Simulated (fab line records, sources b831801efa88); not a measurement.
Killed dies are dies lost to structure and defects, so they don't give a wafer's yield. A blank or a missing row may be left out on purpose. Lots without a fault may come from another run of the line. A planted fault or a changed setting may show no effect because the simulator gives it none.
One fault seen from 2 desks | flow gf180mcu | each desk has only its own numbers; what lay behind them comes last

THE TOOL OWNER'S DESK: plasma_asher-04
The tool's own readings at GF_CONTACT_STRIP_18 (strips in O2/N2): means of the sampled wafers that have a number, for each lot that ran on this tool. A lot is out of limits, marked OUT, if its mean lies more than 4 standard deviations from the usual mean; the brackets give that distance.
Columns: A = drypump_motor_current_A at GF_CONTACT_STRIP_18, usual 5.7 A; B = heater_power_w at GF_CONTACT_STRIP_18, usual 319 W; C = oes_product_au at GF_CONTACT_STRIP_18, usual 0.581 a.u.; D = platen_temp_c at GF_CONTACT_STRIP_18, usual 249.98 C
lot  | first seen here | A   | B   | C     | D
L205 | day 17 15:20    | 5.2 | 293 | 0.583 | 250.04
L206 | day 18 01:20    | 5.2 | 292 | 0.583 | 250.05
L210 | day 19 08:01    | 5.2 | 297 | 0.579 | 249.86
L216 | day 21 23:53    | 5.2 | 276 | 0.583 | 243.43 (-34) OUT
L217 | day 22 01:13    | 5.4 | 290 | 0.587 | 243.17 (-36) OUT
This desk's finding: out of limits on L216, L217; first on L216, day 21 23:53 (platen_temp_c at GF_CONTACT_STRIP_18). In limits: L205, L206, L210.

THE METROLOGY DESK
What the gauges read, lot by lot, whatever tool the lot ran on: means of the sampled wafers that have a number. A lot is out of limits, marked OUT, if its mean lies more than 4 standard deviations from the usual mean; the brackets give that distance.
Columns: A = CONTACT_BOW at GF_CONTACT_BOW_MEAS_05, usual 65 um
lot  | first seen here | A
L201 | day 15 04:02    | 64
L202 | day 15 10:10    | 67
L203 | day 15 21:17    | 66
L205 | day 16 16:40    | 70
L206 | day 17 01:22    | 63
L207 | day 17 11:07    | 65
L208 | day 17 16:56    | 64
L209 | day 18 04:40    | 71
L210 | day 18 07:32    | 65
L216 | day 20 23:29    | 73
L217 | day 21 01:14    | 66
L220 | day 22 08:20    | 55
L222 | day 22 18:56    | 63
L224 | day 23 05:22    | 62
This desk's finding: nothing out of limits on any of the 14 lots.

PUT TOGETHER
The tool owner's desk could have raised an alarm at day 21 23:53, on L216, L217.
The metrology desk saw nothing out of limits.
The metrology desk has L216, L217 on record, within its limits.
Of the lots named, all ran GF_CONTACT_STRIP_18 on plasma_asher-04.

WHAT THE SIMULATOR HAD PUT IN
Process parameter drift: plasma_asher-04, from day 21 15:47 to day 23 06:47, at GF_CONTACT_STRIP_18. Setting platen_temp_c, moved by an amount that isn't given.
Lots struck among those shown: L216, L217.
Hours from the fault's start to each desk's first reading out of limits: the tool owner's desk, 8.
